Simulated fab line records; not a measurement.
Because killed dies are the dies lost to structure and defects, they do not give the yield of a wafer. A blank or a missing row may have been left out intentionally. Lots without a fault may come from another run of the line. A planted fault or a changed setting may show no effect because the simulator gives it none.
Chamber matching -- flow gf180mcu -- GF_MIM_CVD_05 on pecvd-02 has 3 sister chambers
The step deposits Si3N4, target thk 42 nm, time 29.086 s. 3 wafers are shown with their chamber, then 8 later ones without.

== EACH WAFER AND ITS CHAMBER ==
wafer,chamber,heater_power_w (W)
L898.1,2,574
L900.4,0,579
L901.3,1,553

== WAFERS WITHOUT THEIR CHAMBER ==
wafer,heater_power_w (W)
L901.4,605
L901.5,524
L910.1,589
L910.4,618
L910.5,612
L914.3,695
L914.5,690
L914.6,689

== THE CHAMBER EACH PASSED THROUGH ==
wafer,from the rows above,in truth
L901.4,can't be placed: 0 or 2 or 1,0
L901.5,can't be placed: 1 or 2 or 0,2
L910.1,can't be placed: 0 or 2 or 1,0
L910.4,can't be placed: 0 or 2 or 1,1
L910.5,can't be placed: 0 or 2 or 1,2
L914.3,can't be placed: 0 or 2 or 1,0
L914.5,can't be placed: 0 or 2 or 1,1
L914.6,can't be placed: 0 or 2 or 1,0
0 of 8 placed correctly. From these rows, 8 cannot be placed; in 8 the true chamber is one of the candidates. Number placed wrongly: 0.
How it was worked out, from the rows above alone: a wafer's distance from a chamber is the root of the sum, over the readings, of the square of ((its reading less the chamber's mean) divided by the reading's scatter). If the next closest chamber is less than 2 further off than the closest, the wafer can't be placed; otherwise it belongs to the closest. The mean given for a chamber averages the wafers shown for that chamber. The scatter: root of mean squared gap, hidden wafer to nearest shown wafer, with one shown wafer a chamber.
